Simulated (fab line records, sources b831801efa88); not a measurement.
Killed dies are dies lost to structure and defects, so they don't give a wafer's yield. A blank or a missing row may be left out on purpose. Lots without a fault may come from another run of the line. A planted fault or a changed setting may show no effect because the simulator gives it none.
fab line records | flow sky130
record lots=6 wafers=18 last_day=50
route steps=708 shown DNWELL@41 PWDE@45 PAD_OPEN@708
lots that met no fault: from a run of the same line without faults
start_h: hours from the record's first day to the start of the lot's first wafer shown | wait_h: hours since the lot's step before | " the same as in the row above | L1.1+2: a row that stands for several wafers | - no value, or no start given | * or withheld: withheld | < > ~ a bound
route shown NAME@n: a module of which the file shows steps, and the number in the route of the first | usual: mean/standard deviation of fault-free wafers | same: alike in all rows | chamber/n: place in a boat | sites: the reading at each site | _std_site: their standard deviation | _edge_site: outer sites' mean less inner sites' | radius_mm: how far each site lies from the wafer's centre | mask NAME#n: copy n | behind: the tool/chamber that last shaped the wafer | hold: why the lot was held/for how many hours/how that ended | device: the transistor (n, p or np) that didn't switch | end of line: the same wafers' tests at the end of the route | a step without rows: its recipe alone | killed: dies lost to structure and defects at the first sort, not the wafer's yield | map: a wafer's dies, x killed, . not, _ none there
set.NAME: the setting as run; set.NAME@STEP: as run at that earlier step | model.NAME: the simulator's own value behind a step, which no gauge read
lots at some steps of the route; a table a step, a row a wafer
services: from which hour (start_h, from the record's first day; less than 0 if before it) a tool's chamber was out of use, for how many hours, and why
## steps
# step SKY_DNWELL_DEVELOP_06
# recipe wall_angle_deg=90 developer=TMAH develop_time_s=60 dev_temp_c=23
# step SKY_DNWELL_IMPLANT_07
# recipe species=P energy_kev=withheld dose_cm2=withheld tilt_deg=withheld
# step SKY_DNWELL_STRIP_08
# recipe chemistry=O2/N2 power_w=1400 pressure_mtorr=1500 platen_temp_c=withheld o2_flow_sccm=3000 n2_flow_sccm=300 overash_fraction=0.5
# usual drypump_motor_current_A=5.5/0.34 oes_product_au=0.722/0.0044 strip_time_to_endpoint_s=36.90/0.098
# columns lot.wafer tool chamber start_h wait_h drypump_motor_current_A oes_product_au rf_hours_counter_h strip_time_to_endpoint_s
L487.1 plasma_asher-03 0 69.91 0.1 5.6 0.720 38 36.86
L487.2 " 1 " " 5.1 0.722 38 36.87
L487.3 " 0 " " 5.6 0.716 - 36.87
L494.2 plasma_asher-02 0 103.82 0.1 5.4 0.727 42 36.86
L494.3 " 1 " " 6.1 0.717 - 36.96
L494.5 " 0 " " 5.4 0.722 - 36.96
L495.2 plasma_asher-03 1 112.07 0.1 5.1 0.714 43 36.92
L495.4 " 1 " " 5.1 0.725 - 36.96
L495.5 " 0 " " 5.6 0.714 - 36.86
L496.1 plasma_asher-03 0 119.06 0.1 5.6 0.721 43 36.83
L496.3 " 0 " " 5.6 0.723 - 36.81
L496.4 " 1 " " 5.1 0.718 - 36.84
L498.2 plasma_asher-04 0 128.21 0.1 5.0 0.723 32 37.05
L498.5 " 0 " " 5.0 0.720 - 37.03
L498.6 " 1 " " 5.6 0.726 - 36.94
L505.4 plasma_asher-03 1 165.79 0.1 5.2 0.717 - 36.93
L505.5 " 0 " " 5.6 0.726 - 36.84
L505.6 " 1 " " 5.1 0.723 - 36.99
# step SKY_DNWELL_TW_MEAS_09
# usual DNWELL_TW=1120/8.3
# columns lot.wafer tool chamber start_h wait_h DNWELL_TW
L487.1 film_metro-01 - 70.01 0.1 1120
L487.2 " - " " 1114
L487.3 " - " " 1116
L494.2 film_metro-02 - 103.93 0.1 1109
L494.3 " - " " 1110
L494.5 " - " " 1111
L495.2 film_metro-01 - 112.18 0.1 1127
L495.4 " - " " 1126
L495.5 " - " " 1125
L496.1 film_metro-02 - 119.16 0.1 1112
L496.3 " - " " 1113
L496.4 " - " " 1109
L498.2 film_metro-03 - 128.32 0.1 1122
L498.5 " - " " 1124
L498.6 " - " " 1119
L505.4 film_metro-03 - 165.89 0.1 1132
L505.5 " - " " 1141
L505.6 " - " " 1137
# step SKY_PWDE_DEHYDRATE_00
# recipe temp_c=200 time_s=60
# step SKY_PWDE_HMDS_01
# recipe prime_time_s=60 prime_temp_c=120
# step SKY_PWDE_COAT_02
# recipe spin_rpm=2000 resist_thk_nm=3000
# step SKY_PWDE_SOFTBAKE_03
# recipe temp_c=110 time_s=withheld
# step SKY_PWDE_EXPOSE_04
# recipe mask_id=PWDEM na=0.6 source_shape=conventional sigma_outer=0.6 polarization=unpolarized target_cd_nm=840 dose_mj=214
# step SKY_PWDE_PEB_05
# recipe temp_c=115 time_s=withheld
# step SKY_PWDE_DEVELOP_06
# recipe wall_angle_deg=90 developer=TMAH develop_time_s=60 dev_temp_c=23
# step SKY_PWDE_OVL_MEAS_07
# usual PWDE_OVL=-0.6/1.4
# columns lot.wafer tool chamber start_h wait_h PWDE_OVL[nm]
L487.1 overlay-02 - 87.07 - -2.9
L487.2 " - " " -1.6
L487.3 " - " " -2.6
L494.2 overlay-02 - 123.08 - -2.3
L494.3 " - " " 0.0
L494.5 " - " " -1.6
L495.2 overlay-02 - 131.21 - -0.5
L495.4 " - " " -0.6
L495.5 " - " " -0.9
L496.1 overlay-01 - 137.96 - -1.2
L496.3 " - " " -1.8
L496.4 " - " " -0.7
L498.2 overlay-02 - 146.97 - 0.8
L498.5 " - " " -0.1
L498.6 " - " " 1.5
L505.4 overlay-01 - 186.29 - 1.1
L505.5 " - " " -1.2
L505.6 " - " " -0.5
# step SKY_PWDE_IMPLANT_08
# recipe species=B energy_kev=150 dose_cm2=3.6e+12 tilt_deg=withheld
# usual beam_energy_keV=150.01/0.043 dose_ions_cm2=3.599e+12/4.2e+09
# columns lot.wafer tool chamber start_h wait_h beam_energy_keV dose_ions_cm2 model.implant.rp_nm model.implant.drp_nm
L487.1 implanter-04 0 87.11 0.0 149.96 3.599e+12 426.4 97.97
L487.2 " 0 " " 150.01 3.603e+12 426.4 97.97
L487.3 " 0 " " 150.00 3.599e+12 426.4 97.97
L494.2 implanter-01 0 123.13 0.0 150.06 3.597e+12 440.9 97.97
L494.3 " 0 " " 150.01 3.599e+12 440.9 97.97
L494.5 " 0 " " 150.01 3.604e+12 440.9 97.97
L495.2 implanter-01 0 131.27 0.0 175.91 3.606e+12 502.2 103.8
L495.4 " 0 " " 175.87 3.596e+12 502.2 103.8
L495.5 " 0 " " 175.97 3.603e+12 502.2 103.8
L496.1 implanter-01 0 137.99 0.0 175.91 3.604e+12 484.4 103.8
L496.3 " 0 " " 175.86 3.604e+12 484.4 103.8
L496.4 " 0 " " 175.85 3.601e+12 484.4 103.8
L498.2 implanter-03 0 147.03 0.0 149.97 3.593e+12 444.7 97.97
L498.5 " 0 " " 149.94 3.599e+12 444.7 97.97
L498.6 " 0 " " 149.98 3.596e+12 444.7 97.97
L505.4 implanter-03 0 186.38 0.1 150.00 3.61e+12 426.4 97.97
L505.5 " 0 " " 150.04 3.608e+12 426.4 97.97
L505.6 " 0 " " 150.03 3.604e+12 426.4 97.97
# step SKY_PWDE_STRIP_09
# recipe chemistry=O2/N2 power_w=1400 pressure_mtorr=1500 platen_temp_c=withheld o2_flow_sccm=3000 n2_flow_sccm=300 overash_fraction=0.5
# usual drypump_motor_current_A=5.6/0.45 oes_product_au=0.722/0.0049 strip_time_to_endpoint_s=36.90/0.086
# columns lot.wafer tool chamber start_h wait_h drypump_motor_current_A oes_product_au rf_hours_counter_h strip_time_to_endpoint_s
L487.1 plasma_asher-04 1 87.26 0.1 5.6 0.722 28 36.87
L487.2 " 0 " " 5.1 0.724 28 36.84
L487.3 " 0 " " 5.0 0.716 - 36.87
L494.2 plasma_asher-02 0 123.26 0.1 5.4 0.728 44 36.90
L494.3 " 1 " " 6.0 0.725 - 36.92
L494.5 " 0 " " 5.4 0.718 - 36.97
L495.2 plasma_asher-04 0 131.39 0.1 5.0 0.718 32 36.74
L495.4 " 0 " " 5.0 0.717 - 36.85
L495.5 " 0 " " 5.0 0.711 - 36.92
L496.1 plasma_asher-04 1 138.14 0.1 5.6 0.710 33 36.89
L496.3 " 1 " " 5.7 0.718 - 36.87
L496.4 " 0 " " 5.0 0.725 - 36.78
L498.2 plasma_asher-01 0 147.15 0.1 5.3 0.718 3 36.76
L498.5 " 0 " " 5.3 0.722 - 36.81
L498.6 " 1 " " 6.5 0.715 - 36.75
L505.4 plasma_asher-01 0 186.49 0.1 5.3 0.731 - 36.86
L505.5 " 1 " " 6.5 0.720 - 36.91
L505.6 " 0 " " 5.3 0.715 - 36.93
# step SKY_PAD_OPEN_PROBE_99
# usual killed_at_M0_to_M3=42/7.2 killed_at_M4_up=3.5/1.8 killed_at_contacts=25/5.7 killed_at_front_end=16/4.6 killed_at_other=0.2/0.41 killed_dies=86/9.3 killed_open=47/6.3 killed_short=39/5.9
# same gross_dies=492 killed_at_back_side=0
# columns lot.wafer tool chamber start_h wait_h killed_at_M0_to_M3 killed_at_M4_up killed_at_contacts killed_at_front_end killed_at_other killed_dies killed_open killed_short model.etest.res_p_drift_20v.line_ohm_um model.etest.res_p_drift_20v.rs_ohm_sq model.etest.res_pwde_under_gate.rs_ohm_sq
L487.1 prober-02 - 1101.09 0.1 43 2 30 17 0 92 55 37 1.21e+04 9782 6137
L487.2 prober-02 - 1101.14 0.1 52 8 29 13 0 102 61 41 1.245e+04 1.038e+04 6133
L487.3 prober-02 - 1101.19 0.2 39 4 30 12 0 85 59 26 1.161e+04 9650 6156
L494.2 prober-01 - 1143.91 0.1 58 1 22 13 0 94 57 37 1.059e+04 8856 6175
L494.3 prober-01 - 1143.96 0.2 43 3 19 15 0 80 39 41 1.095e+04 9094 6168
L494.5 prober-01 - 1144.06 0.2 50 6 29 21 0 106 55 51 1.064e+04 8930 6213
L495.2 prober-02 - 1146.54 0.1 33 3 22 12 0 70 37 33 8911 7341 6243
L495.4 prober-02 - 1146.64 0.2 32 2 20 16 0 70 37 33 9146 7522 6232
L495.5 prober-02 - 1146.69 0.2 34 0 31 12 0 77 38 39 9064 7410 6263
L496.1 prober-01 - 1151.99 0.1 35 4 28 8 0 75 42 33 9288 7834 6229
L496.3 prober-01 - 1152.09 0.2 39 3 31 13 0 86 44 42 8865 7495 6218
L496.4 prober-01 - 1152.14 0.2 52 3 23 13 0 91 56 35 9126 7681 6200
L498.2 prober-01 - 1164.03 0.1 52 2 29 10 0 93 55 38 1.091e+04 9217 6111
L498.5 prober-01 - 1164.18 0.2 41 6 20 15 0 82 47 35 1.023e+04 8534 6154
L498.6 prober-01 - 1164.23 0.2 41 5 18 14 0 78 44 34 1.062e+04 8838 6123
L505.4 prober-02 - 1191.84 0.2 35 3 27 14 0 79 44 35 1.15e+04 9782 6258
L505.5 prober-02 - 1191.89 0.2 36 7 22 14 1 80 38 42 1.214e+04 1.023e+04 6155
L505.6 prober-02 - 1191.94 0.2 56 2 18 17 1 94 50 44 1.226e+04 1.04e+04 6213
# killed by level:class
L487.1 CONTACT:geometric_particle:open=15 VIA1:geometric_particle:open=11 LI_CONTACT:geometric_particle:open=7 METAL2:geometric_particle:short=7 POLY_GATE:geometric_particle:open=5 VIA3:geometric_particle:open=5 FIELD_ISO:geometric_particle:open=4 LOCAL_INTERCONNECT:geometric_particle:short=4
L487.2 CONTACT:geometric_particle:open=15 VIA1:geometric_particle:open=13 VIA3:geometric_particle:open=10 VIA1:geometric_particle:short=7 METAL4:geometric_particle:short=6 VIA2:geometric_particle:open=6 FIELD_ISO:geometric_particle:open=5 LI_CONTACT:geometric_particle:open=4
L487.3 CONTACT:geometric_particle:open=14 VIA1:geometric_particle:open=12 VIA3:geometric_particle:open=10 LI_CONTACT:geometric_particle:open=6 CONTACT:geometric_particle:short=5 LI_CONTACT:geometric_particle:short=4 VIA1:geometric_particle:short=4 METAL2:geometric_particle:short=4
L494.2 VIA1:geometric_particle:open=14 CONTACT:geometric_particle:open=11 VIA2:geometric_particle:open=8 METAL3:geometric_particle:short=7 METAL1:geometric_particle:short=7 LI_CONTACT:geometric_particle:open=6 VIA1:geometric_particle:short=6 METAL2:geometric_particle:open=6
L494.3 POLY_GATE:geometric_particle:short=8 CONTACT:geometric_particle:open=8 METAL1:geometric_particle:short=6 VIA2:geometric_particle:open=6 VIA1:geometric_particle:open=6 METAL2:geometric_particle:short=6 LI_CONTACT:geometric_particle:open=5 VIA3:geometric_particle:open=5
L494.5 VIA1:geometric_particle:open=13 CONTACT:geometric_particle:open=11 VIA1:geometric_particle:short=10 POLY_GATE:geometric_particle:short=6 LI_CONTACT:geometric_particle:open=6 METAL1:geometric_particle:short=6 VIA3:geometric_particle:open=6 FIELD_ISO:geometric_particle:short=5
L495.2 CONTACT:geometric_particle:open=8 VIA3:geometric_particle:open=7 CONTACT:geometric_particle:short=6 VIA2:geometric_particle:open=6 METAL1:geometric_particle:short=4 VIA1:geometric_particle:open=4 METAL2:geometric_particle:short=4 POLY_GATE:geometric_particle:open=3
L495.4 CONTACT:geometric_particle:open=9 METAL2:geometric_particle:short=7 CONTACT:geometric_particle:short=6 VIA1:geometric_particle:open=5 VIA3:geometric_particle:open=5 FIELD_ISO:geometric_particle:short=4 POLY_GATE:geometric_particle:open=4 LI_CONTACT:geometric_particle:open=4
L495.5 CONTACT:geometric_particle:open=11 FIELD_ISO:geometric_particle:short=6 VIA1:geometric_particle:open=6 LI_CONTACT:geometric_particle:short=5 LI_CONTACT:geometric_particle:open=5 METAL2:geometric_particle:short=5 LOCAL_INTERCONNECT:geometric_particle:short=4 CONTACT:geometric_particle:short=4
L496.1 VIA1:geometric_particle:open=9 LI_CONTACT:geometric_particle:open=9 CONTACT:geometric_particle:open=9 VIA3:geometric_particle:short=6 LI_CONTACT:geometric_particle:short=5 CONTACT:geometric_particle:short=5 VIA3:geometric_particle:open=5 FIELD_ISO:geometric_particle:short=4
L496.3 CONTACT:geometric_particle:open=9 VIA3:geometric_particle:open=7 LOCAL_INTERCONNECT:geometric_particle:short=7 FIELD_ISO:geometric_particle:open=6 VIA1:geometric_particle:short=6 VIA1:geometric_particle:open=6 FIELD_ISO:geometric_particle:short=5 LI_CONTACT:geometric_particle:open=5
L496.4 VIA2:geometric_particle:open=15 CONTACT:geometric_particle:open=10 VIA1:geometric_particle:open=8 VIA3:geometric_particle:open=6 METAL1:geometric_particle:short=6 LI_CONTACT:geometric_particle:open=5 FIELD_ISO:geometric_particle:open=4 METAL2:geometric_particle:short=4
L498.2 LI_CONTACT:geometric_particle:open=13 VIA1:geometric_particle:open=10 VIA3:geometric_particle:open=10 VIA2:geometric_particle:open=8 CONTACT:geometric_particle:open=7 METAL2:geometric_particle:short=6 LOCAL_INTERCONNECT:geometric_particle:short=5 METAL1:geometric_particle:short=4
L498.5 VIA1:geometric_particle:open=13 CONTACT:geometric_particle:open=8 VIA3:geometric_particle:open=7 LOCAL_INTERCONNECT:geometric_particle:short=6 POLY_GATE:geometric_particle:short=4 CONTACT:geometric_particle:short=4 METAL2:geometric_particle:short=4 VIA2:geometric_particle:open=4
L498.6 VIA1:geometric_particle:open=9 VIA2:geometric_particle:open=8 CONTACT:geometric_particle:open=7 METAL2:geometric_particle:short=7 POLY_GATE:geometric_particle:short=5 POLY_GATE:geometric_particle:open=4 VIA3:geometric_particle:open=4 LI_CONTACT:geometric_particle:short=3
L505.4 LI_CONTACT:geometric_particle:open=11 POLY_GATE:geometric_particle:open=8 METAL1:geometric_particle:short=7 VIA3:geometric_particle:open=7 CONTACT:geometric_particle:short=6 CONTACT:geometric_particle:open=5 VIA1:geometric_particle:short=5 LOCAL_INTERCONNECT:geometric_particle:short=5
L505.5 CONTACT:geometric_particle:open=10 VIA1:geometric_particle:open=7 METAL4:geometric_particle:short=6 METAL2:geometric_particle:short=6 LOCAL_INTERCONNECT:geometric_particle:short=5 VIA1:geometric_particle:short=5 VIA3:geometric_particle:open=4 FIELD_ISO:geometric_particle:short=3
L505.6 VIA3:geometric_particle:open=14 VIA1:geometric_particle:open=10 POLY_GATE:geometric_particle:short=7 LI_CONTACT:geometric_particle:open=7 VIA2:geometric_particle:open=7 METAL2:geometric_particle:short=6 VIA1:geometric_particle:short=6 METAL3:geometric_particle:short=4
## services
# columns tool chamber start_h hours kind
implanter-04 - 88.79 1.5 repair
implanter-04 - 94.05 3.1 repair
plasma_asher-01 - 108.75 9.0 pm
plasma_asher-01 0 108.75 9.0 vent_cycle
plasma_asher-01 1 108.75 9.0 vent_cycle
plasma_asher-01 0 117.75 - clean
plasma_asher-01 1 117.75 - clean
implanter-01 - 162.35 118.8 pm
plasma_asher-04 - 163.58 28.1 pm
implanter-04 - 164.99 39.1 repair
## key
first_sign step=SKY_PWDE_IMPLANT_08 reading=beam_energy_keV direction=up sigmas=99+ usual=* struck=*
effect none on later readings
model_effect step=SKY_PWDE_IMPLANT_08 value=implant.rp_nm without=436.5 struck=493.3
model_effect step=SKY_PAD_OPEN_PROBE_99 value=etest.res_p_drift_20v.line_ohm_um without=1.124e+04 struck=9067
met_at SKY_PWDE_IMPLANT_08
struck_wafers L495.2,L495.4,L495.5,L496.1,L496.3,L496.4
tester_left_out L495,L496
onset_between 123.13 131.27
fault kind=process_parameter_drift tool=implanter-01 chamber=- onset_h=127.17 steps=SKY_PWDE_IMPLANT_08 channel=energy_kev offset=* shape=step end_h=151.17 acts_in=* stated=*
# tester_left_out: of these lots the tester's yield and bins aren't shown, on N5 and GAA mostly nor the transistor test; their killed dies are dies lost to structure and defects alone, not to doping, threshold or leakage, so they don't give the yield
